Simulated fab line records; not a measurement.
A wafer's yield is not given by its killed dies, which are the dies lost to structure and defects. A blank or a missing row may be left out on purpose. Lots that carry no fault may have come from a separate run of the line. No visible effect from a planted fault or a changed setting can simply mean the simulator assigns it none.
The same fault as seen by 2 desks / flow gf180mcu / only its own numbers are on each desk; what lay behind them is given at the end

## AT THE METROLOGY DESK
What the gauges read for every lot (on any tool): the sampled wafers with a number, averaged. Any lot whose mean is over 4 standard deviations away from the usual mean is out of limits and marked OUT; that distance is given in the brackets.
Columns: A = DUAL_GATE_OVL at GF_DUAL_GATE_OVL_MEAS_11, usual -1.3 nm; B = HV_LDD_CVD_54_THK at GF_HV_LDD_THK_MEAS_55, usual 9.93 nm
lot=L690; first seen here=day 8 20:07; A=-1.2; B=10.03
lot=L692; first seen here=day 9 12:34; A=-2.3; B=9.83
lot=L693; first seen here=day 9 20:49; A=-3.0; B=10.12
lot=L695; first seen here=day 10 10:10; A=-4.6; B=10.08
lot=L700; first seen here=day 11 17:52; A=1.0; B=9.81
lot=L701; first seen here=day 12 01:22; A=-2.6; B=9.97
lot=L702; first seen here=day 12 08:25; A=0.7; B=9.89
lot=L703; first seen here=day 12 14:43; A=1.0; B=9.99
lot=L704; first seen here=day 12 20:34; A=-0.4; B=10.00
lot=L706; first seen here=day 13 15:15; A=-3.2; B=9.69
lot=L707; first seen here=day 13 21:15; A=-2.8; B=10.18
lot=L708; first seen here=day 14 04:00; A=-2.0; B=9.69
lot=L709; first seen here=day 14 12:22; A=-1.4; B=9.77
This desk's finding: nothing out of limits on any of the 13 lots.

## TOOL OWNER'S DESK, litho-track-03
The tool's own readings at GF_DUAL_GATE_COAT_06 (resist thk 1000 nm): means of the sampled wafers that have a number, for each lot that ran on this tool. Any lot whose mean is over 4 standard deviations away from the usual mean is out of limits and marked OUT; that distance is given in the brackets.
Columns: A = spin-speed-rpm at GF_DUAL_GATE_COAT_06, usual 3000.2 rpm
lot=L690; first seen here=day 8 11:37; A=2998.0
lot=L692; first seen here=day 9 04:10; A=2630.3 (-99 or more) OUT
lot=L693; first seen here=day 9 11:25; A=2630.4 (-99 or more) OUT
lot=L706; first seen here=day 13 04:43; A=2999.9
lot=L708; first seen here=day 13 17:49; A=2999.1
Finding of this desk: L692, L693 out of limits; the first was L692 at day 9 04:10, on spin-speed-rpm at GF_DUAL_GATE_COAT_06. Within limits: L690, L706, L708.

## BROUGHT TOGETHER
The tool owner's desk had the chance to raise an alarm at day 9 04:10 on L692, L693.
At the metrology desk, nothing out of limits was observed.
The metrology desk has L692, L693 on record, within its limits.
On litho-track-03, each named lot ran GF_DUAL_GATE_COAT_06.

## WHAT THE SIMULATOR PUT IN
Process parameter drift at GF_DUAL_GATE_COAT_06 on litho-track-03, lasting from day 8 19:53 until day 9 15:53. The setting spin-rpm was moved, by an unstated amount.
Shown lots that were struck: L692, L693.
Time in hours from fault onset to the first out-of-limits reading at each desk: the tool owner's desk, 8.
